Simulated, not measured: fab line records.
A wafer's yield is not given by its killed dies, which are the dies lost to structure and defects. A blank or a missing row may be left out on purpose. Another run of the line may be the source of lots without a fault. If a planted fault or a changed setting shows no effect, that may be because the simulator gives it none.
Which tool is to blame? :: flow gf180mcu :: 14 lots, 42 wafers sampled, at 4 steps of a route of 602

== WHAT THE GAUGES SHOWED, per wafer ==
GF_V5_THK_MEAS_03. Usual: V5_CVD_02_THK 1449 nm, standard deviation 17.
lot: L423
measured: day 26 13:58
on: film metro-01
V5_CVD_02_THK (nm): 1438 1470 1458
flag: 

lot: L424
measured: day 26 15:58
on: film metro-02
V5_CVD_02_THK (nm): 1449 1439 1459
flag: 

lot: L425
measured: day 27 00:07
on: film metro-03
V5_CVD_02_THK (nm): 1430 1444 1449
flag: 

lot: L426
measured: day 27 05:41
on: film metro-03
V5_CVD_02_THK (nm): 1436 1464 1470
flag: 

lot: L428
measured: day 27 23:42
on: film metro-03
V5_CVD_02_THK (nm): 1463 1456 1465
flag: 

lot: L429
measured: day 28 07:32
on: film metro-01
V5_CVD_02_THK (nm): 1449 1433 1454
flag: 

lot: L430
measured: day 28 17:07
on: film metro-02
V5_CVD_02_THK (nm): 1418 1435 1440
flag: 

lot: L433
measured: day 29 15:17
on: film metro-03
V5_CVD_02_THK (nm): 1428 1418 1451
flag: 

lot: L434
measured: day 29 18:10
on: film metro-03
V5_CVD_02_THK (nm): 1430 1445 1467
flag: 

lot: L436
measured: day 30 08:46
on: film metro-01
V5_CVD_02_THK (nm): 1451 1466 1481
flag: 

lot: L439
measured: day 31 11:26
on: film metro-01
V5_CVD_02_THK (nm): 1437 1473 1461
flag: 

lot: L442
measured: day 31 20:50
on: film metro-02
V5_CVD_02_THK (nm): 1445 1472 1467
flag: 

lot: L443
measured: day 32 12:08
on: film metro-02
V5_CVD_02_THK (nm): 1455 1459 1470
flag: 

lot: L445
measured: day 32 23:19
on: film metro-02
V5_CVD_02_THK (nm): 1433 1421 1468
flag: 

GF_V5_OVL_MEAS_15. Usual: V5_OVL 1 nm, standard deviation 6.1.
lot: L423
measured: day 27 10:11
on: overlay-01
V5_OVL (nm): 8 -6 -4
flag: 

lot: L424
measured: day 27 12:55
on: overlay-01
V5_OVL (nm): 20 6 9
flag: 

lot: L425
measured: day 27 20:46
on: overlay-02
V5_OVL (nm): 8 12 7
flag: 

lot: L426
measured: day 28 02:02
on: overlay-02
V5_OVL (nm): 4 4 8
flag: 

lot: L428
measured: day 28 19:07
on: overlay-01
V5_OVL (nm): -2 10 13
flag: 

lot: L429
measured: day 29 03:19
on: overlay-02
V5_OVL (nm): 6 4 2
flag: 

lot: L430
measured: day 29 13:19
on: overlay-01
V5_OVL (nm): 3 5 8
flag: 

lot: L433
measured: day 30 10:37
on: overlay-01
V5_OVL (nm): -3 -5 -7
flag: 

lot: L434
measured: day 30 12:59
on: overlay-01
V5_OVL (nm): 2 0 -2
flag: 

lot: L436
measured: day 31 03:35
on: overlay-01
V5_OVL (nm): -13 -5 -2
flag: 

lot: L439
measured: day 32 04:59
on: overlay-02
V5_OVL (nm): -3 -11 -5
flag: 

lot: L442
measured: day 32 14:16
on: overlay-01
V5_OVL (nm): 2 -3 4
flag: 

lot: L443
measured: day 33 04:49
on: overlay-02
V5_OVL (nm): 0 9 -2
flag: 

lot: L445
measured: day 33 16:16
on: overlay-01
V5_OVL (nm): 5 2 6
flag: 

GF_TOP_METAL_RS_MEAS_05: a four-point-probe measurement. Usual: TOP_METAL_ALCU_RS 0.0328 ohm/sq, standard deviation 0.0003.
lot: L423
measured: day 27 12:11
on: film metro-02
TOP_METAL_ALCU_RS (ohm/sq): 0.0324 0.0326 0.0326
flag: 

lot: L424
measured: day 27 15:04
on: film metro-02
TOP_METAL_ALCU_RS (ohm/sq): 0.0328 0.0325 0.0327
flag: 

lot: L425
measured: day 27 22:24
on: film metro-04
TOP_METAL_ALCU_RS (ohm/sq): 0.0326 0.0330 0.0327
flag: 

lot: L426
measured: day 28 03:41
on: film metro-03
TOP_METAL_ALCU_RS (ohm/sq): 0.0332 0.0330 0.0329
flag: 

lot: L428
measured: day 28 20:47
on: film metro-03
TOP_METAL_ALCU_RS (ohm/sq): 0.0331 0.0327 0.0329
flag: 

lot: L429
measured: day 29 05:00
on: film metro-03
TOP_METAL_ALCU_RS (ohm/sq): 0.0326 0.0329 0.0323
flag: 

lot: L430
measured: day 29 14:58
on: film metro-03
TOP_METAL_ALCU_RS (ohm/sq): 0.0328 0.0326 0.0326
flag: 

lot: L433
measured: day 30 12:16
on: film metro-03
TOP_METAL_ALCU_RS (ohm/sq): 0.0330 0.0327 0.0328
flag: 

lot: L434
measured: day 30 14:47
on: film metro-02
TOP_METAL_ALCU_RS (ohm/sq): 0.0324 0.0325 0.0328
flag: 

lot: L436
measured: day 31 05:16
on: film metro-03
TOP_METAL_ALCU_RS (ohm/sq): 0.0330 0.0331 0.0332
flag: 

lot: L439
measured: day 32 06:43
on: film metro-03
TOP_METAL_ALCU_RS (ohm/sq): 0.0327 0.0326 0.0326
flag: 

lot: L442
measured: day 32 15:55
on: film metro-02
TOP_METAL_ALCU_RS (ohm/sq): 0.0325 0.0325 0.0324
flag: 

lot: L443
measured: day 33 06:28
on: film metro-04
TOP_METAL_ALCU_RS (ohm/sq): 0.0326 0.0328 0.0328
flag: 

lot: L445
measured: day 33 17:55
on: film metro-03
TOP_METAL_ALCU_RS (ohm/sq): 0.0322 0.0321 0.0323
flag: 

== EACH LOT AND THE TOOL THAT RAN IT (in order: tool; ch and the chambers of the sampled wafers; start) ==
lot: L423
GF_V2_CLEAN_20: wet bench-04 ch 2, day 20 12:56

lot: L424
GF_V2_CLEAN_20: wet bench-04 ch 0, day 20 15:35

lot: L425
GF_V2_CLEAN_20: wet bench-03 ch 2, day 21 01:41

lot: L426
GF_V2_CLEAN_20: wet bench-03 ch 1, day 21 09:35

lot: L428
GF_V2_CLEAN_20: wet bench-04 ch 2, day 22 03:52

lot: L429
GF_V2_CLEAN_20: wet bench-03 ch 1, day 22 13:50

lot: L430
GF_V2_CLEAN_20: wet bench-02 ch 0, day 23 02:14

lot: L433
GF_V2_CLEAN_20: wet bench-04 ch 3, day 24 03:56

lot: L434
GF_V2_CLEAN_20: wet bench-04 ch 2, day 24 07:37

lot: L436
GF_V2_CLEAN_20: wet bench-04 ch 0, day 24 22:41

lot: L439
GF_V2_CLEAN_20: wet bench-03 ch 0, day 26 08:35

lot: L442
GF_V2_CLEAN_20: wet bench-03 ch 2, day 26 20:37

lot: L443
GF_V2_CLEAN_20: wet bench-02 ch 3, day 27 13:10

lot: L445
GF_V2_CLEAN_20: wet bench-03 ch 3, day 28 02:59
- GF_V2_CLEAN_20: cleans in DIW.

== WHAT THE TOOLS THEMSELVES READ (means of the sampled wafers that have a number; where no wafer has one, the mark that the record gives instead) ==
The record holds no such reading with a usual standard deviation.

== THE ANSWER, worked out from the rows above alone ==
Rule: a lot is off if the mean of its wafers that have a number lies more than 3 standard deviations from the usual mean. A lot without any number at a reading at which 4 lots or more have one is off too. All remaining lots with rows at the step are treated as sound. First the gauges in route order, then the tools' own readings, where a lot's mean is used as printed above. The first step at which some lot is off is used, and at that step the reading that is off furthest; a lot without a number counts as furthest.
No lot is off on any of the readings shown, so nothing can be concluded from this.

== WHAT THE SIMULATOR HAD INSERTED ==
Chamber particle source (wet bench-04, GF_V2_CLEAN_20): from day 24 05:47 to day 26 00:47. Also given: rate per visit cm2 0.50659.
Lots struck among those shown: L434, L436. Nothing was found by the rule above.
